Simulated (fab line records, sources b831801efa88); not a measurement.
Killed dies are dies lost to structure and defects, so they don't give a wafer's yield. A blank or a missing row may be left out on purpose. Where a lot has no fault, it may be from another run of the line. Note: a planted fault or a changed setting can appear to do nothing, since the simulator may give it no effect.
A lot that was struck, set against a sound lot ; flow sky130 ; 15 steps out of a route of 708
Sound: the wafers L506.1, L506.2, L506.6. Wafers struck: L501.4, L501.5, L501.6. The cause comes at the end.
Per side, at each step with rows, come the tool, then ch with its chambers, and then its first start. Under that, the readings that differ: sound wafers ; struck wafers ; difference of the means ; sigmas: that difference in standard deviations of wafers without a fault.
alike: same words and numbers on both sides, and readings whose means sit less than 2 such deviations apart. not compared: any withheld reading, any reading some wafer has no value for, any bound like >300 that may hide the same value, and any number with overlapping values for which the record gives no deviation.
A row with sigmas, a row that says differs or no value, or rows on one side alone: a step with any of these is where the two part. Numbers that don't overlap but have no deviation are shown without sigmas and don't part them. A reading missing from all wafers of one side parts the sides only when that side holds two or more wafers.

first, 6 steps without rows for these wafers: SKY_PASSIVATION_HMDS_05 (prime time 60 s); SKY_PASSIVATION_COAT_06 (resist thk 3000 nm); SKY_PASSIVATION_SOFTBAKE_07; SKY_PASSIVATION_EXPOSE_08 (exposes mask NSM, target cd 3000 nm); SKY_PASSIVATION_PEB_09; SKY_PASSIVATION_DEVELOP_10 (develop time 60 s).
SKY_PASSIVATION_ETCH_11: etches the open film in CF4/O2, stops on AlCu, target depth 725 nm, time 161.1 s.
  sound on rie-diel-04 ch 0,3, day 50 03:07; struck on rie-diel-03 ch 1,2,3, day 49 02:50
  alike: drypump-motor-current-A, oes-product-au, rf-fwd-power-W, throttle-valve-pct
  not compared: rf-hours-counter-h
SKY_PASSIVATION_STRIP_12: strips in O2/N2.
  sound on plasma-asher-04 ch 0,1, day 50 03:13; struck on plasma-asher-02 ch 0,1, day 49 02:59
  alike: drypump-motor-current-A, oes-product-au, strip-time-to-endpoint-s
  not compared: rf-hours-counter-h
then, 4 steps without rows for these wafers: SKY_PAD_OPEN_DEHYDRATE_00 (time 60 s); SKY_PAD_OPEN_HMDS_01 (prime time 60 s); SKY_PAD_OPEN_COAT_02 (resist thk 3000 nm); SKY_PAD_OPEN_SOFTBAKE_03.
SKY_PAD_OPEN_EXPOSE_04: exposes mask PDM, target cd 60000 nm.
  sound on iline-stepper-01 ch 0, day 50 11:51; struck on iline-stepper-02 ch 0, day 49 12:24
reading;sound;struck;difference;sigmas
model.PAD_OPEN.overlay-x-nm (nm);-0.6256 -0.6256 -0.6256;1.575e+04 1.575e+04 1.575e+04;+1.575e+04;
  alike: mask, focus-offset-nm
then, 2 steps without rows for these wafers: SKY_PAD_OPEN_PEB_05; SKY_PAD_OPEN_PROBE_99.

## WHERE THEY PART
Nowhere in this record.

WHY: what had been put in by the simulator
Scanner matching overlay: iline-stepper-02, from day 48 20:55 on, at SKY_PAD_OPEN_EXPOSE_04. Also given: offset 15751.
